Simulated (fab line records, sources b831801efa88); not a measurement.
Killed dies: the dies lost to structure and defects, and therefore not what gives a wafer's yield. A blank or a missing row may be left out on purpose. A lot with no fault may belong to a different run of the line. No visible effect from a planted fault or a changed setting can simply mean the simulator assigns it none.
Matching of chambers || flow gf180mcu || GF_POLY_GATE_ETCH_13 on rie_si-01 has 4 sister chambers
The step etches poly-Si in HBr/Cl2, stops on SiO2, target depth 198.5 nm, time 69.6 s. 4 wafers are shown with their chamber, then 9 later ones without.

## WAFERS WITH THEIR CHAMBER
{"wafer": "L842.4", "chamber": 3, "drypump_motor_current_A (A)": 5.9}
{"wafer": "L845.3", "chamber": 0, "drypump_motor_current_A (A)": 5.2}
{"wafer": "L845.4", "chamber": 2, "drypump_motor_current_A (A)": 5.5}
{"wafer": "L845.6", "chamber": 1, "drypump_motor_current_A (A)": 4.9}

## WAFERS MISSING THEIR CHAMBER
{"wafer": "L847.1", "drypump_motor_current_A (A)": 6.0}
{"wafer": "L847.3", "drypump_motor_current_A (A)": 5.5}
{"wafer": "L847.4", "drypump_motor_current_A (A)": 4.9}
{"wafer": "L848.1", "drypump_motor_current_A (A)": 5.5}
{"wafer": "L848.3", "drypump_motor_current_A (A)": 5.2}
{"wafer": "L848.5", "drypump_motor_current_A (A)": 5.6}
{"wafer": "L849.2", "drypump_motor_current_A (A)": 4.9}
{"wafer": "L849.3", "drypump_motor_current_A (A)": 6.0}
{"wafer": "L849.5", "drypump_motor_current_A (A)": 5.2}

## WHICH CHAMBER EACH WENT THROUGH
{"wafer": "L847.1", "from the rows above": 3, "in truth": 3}
{"wafer": "L847.3", "from the rows above": 2, "in truth": 2}
{"wafer": "L847.4", "from the rows above": 1, "in truth": 1}
{"wafer": "L848.1", "from the rows above": 2, "in truth": 2}
{"wafer": "L848.3", "from the rows above": 0, "in truth": 0}
{"wafer": "L848.5", "from the rows above": 2, "in truth": 2}
{"wafer": "L849.2", "from the rows above": 1, "in truth": 1}
{"wafer": "L849.3", "from the rows above": 3, "in truth": 3}
{"wafer": "L849.5", "from the rows above": 0, "in truth": 0}
Correctly placed: 9 of 9. Number that these rows cannot place: 0. 0 placed wrongly.
How it was worked out, from the rows above alone: a wafer's distance from a chamber is the root of the sum, over the readings, of the square of ((its reading less the chamber's mean) divided by the reading's scatter). The wafer belongs to the nearest chamber; if the next one is less than 2 further off, it can't be placed. Each chamber's mean is taken over the wafers shown for it. The scatter: with one shown wafer a chamber, the root of the mean of the squares of how far each hidden wafer lies from its nearest shown one.
